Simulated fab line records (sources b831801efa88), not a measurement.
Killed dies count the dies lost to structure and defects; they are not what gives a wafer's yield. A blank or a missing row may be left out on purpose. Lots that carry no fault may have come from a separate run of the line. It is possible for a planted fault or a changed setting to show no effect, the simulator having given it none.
Matching of chambers || flow sky130 || rieDiel-01 running SKY_VIA4_ETCH_12: 4 sister chambers
The step etches SiO2 in C4F8/O2/Ar, stops on TiN, target depth 580 nm. 14 wafers are shown with their chamber, then 7 later ones without.

WAFERS, EACH WITH ITS CHAMBER
{"wafer": "L425.1", "chamber": 0, "oesProductAu (a.u.)": 0.927}
{"wafer": "L425.2", "chamber": 2, "oesProductAu (a.u.)": 0.926}
{"wafer": "L425.5", "chamber": 0, "oesProductAu (a.u.)": 0.923}
{"wafer": "L426.3", "chamber": 2, "oesProductAu (a.u.)": 0.916}
{"wafer": "L426.4", "chamber": 0, "oesProductAu (a.u.)": 0.926}
{"wafer": "L426.5", "chamber": 1, "oesProductAu (a.u.)": 0.919}
{"wafer": "L427.2", "chamber": 1, "oesProductAu (a.u.)": 0.925}
{"wafer": "L427.4", "chamber": 0, "oesProductAu (a.u.)": 0.916}
{"wafer": "L427.5", "chamber": 1, "oesProductAu (a.u.)": 0.927}
{"wafer": "L432.2", "chamber": 3, "oesProductAu (a.u.)": 0.925}
{"wafer": "L432.3", "chamber": 1, "oesProductAu (a.u.)": 0.929}
{"wafer": "L432.6", "chamber": 0, "oesProductAu (a.u.)": 0.922}
{"wafer": "L434.2", "chamber": 0, "oesProductAu (a.u.)": 0.915}
{"wafer": "L434.4", "chamber": 0, "oesProductAu (a.u.)": 0.922}

SIGNATURES (means of the wafers above)
{"reading": "oesProductAu", "chamber 0": 0.92157, "chamber 1": 0.92500, "chamber 2": 0.92100, "chamber 3": 0.92500, "scatter within a chamber": 0.00481}
Rule: for each reading, subtract the chamber's mean from the wafer's reading, divide by that reading's scatter and square the result; add these up over the readings and take the root, which gives the wafer's distance from the chamber. The wafer belongs to the nearest chamber; if the next one is less than 2 further off, it can't be placed. The scatter is the square root of a quotient: the sum, over the shown wafers, of each reading's squared deviation from its chamber's mean, divided by wafers minus chambers.

WAFERS MISSING THEIR CHAMBER
{"wafer": "L434.6", "oesProductAu (a.u.)": 0.920}
{"wafer": "L437.1", "oesProductAu (a.u.)": 0.922}
{"wafer": "L437.2", "oesProductAu (a.u.)": 0.928}
{"wafer": "L437.4", "oesProductAu (a.u.)": 0.927}
{"wafer": "L440.2", "oesProductAu (a.u.)": 0.926}
{"wafer": "L440.3", "oesProductAu (a.u.)": 0.925}
{"wafer": "L440.6", "oesProductAu (a.u.)": 0.925}

CHAMBER TAKEN BY EACH
{"wafer": "L434.6", "from the rows above": "can't be placed: 2 or 0 or 1 or 3", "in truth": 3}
{"wafer": "L437.1", "from the rows above": "can't be placed: 0 or 2 or 1 or 3", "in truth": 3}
{"wafer": "L437.2", "from the rows above": "can't be placed: 1 or 3 or 0 or 2", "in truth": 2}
{"wafer": "L437.4", "from the rows above": "can't be placed: 1 or 3 or 0 or 2", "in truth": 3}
{"wafer": "L440.2", "from the rows above": "can't be placed: 1 or 3 or 0 or 2", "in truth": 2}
{"wafer": "L440.3", "from the rows above": "can't be placed: 1 or 3 or 0 or 2", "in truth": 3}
{"wafer": "L440.6", "from the rows above": "can't be placed: 1 or 3 or 0 or 2", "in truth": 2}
0 of 7 placed correctly. Not placeable from these rows: 7 (in 7, the candidates include the true chamber). 0 placed wrongly.
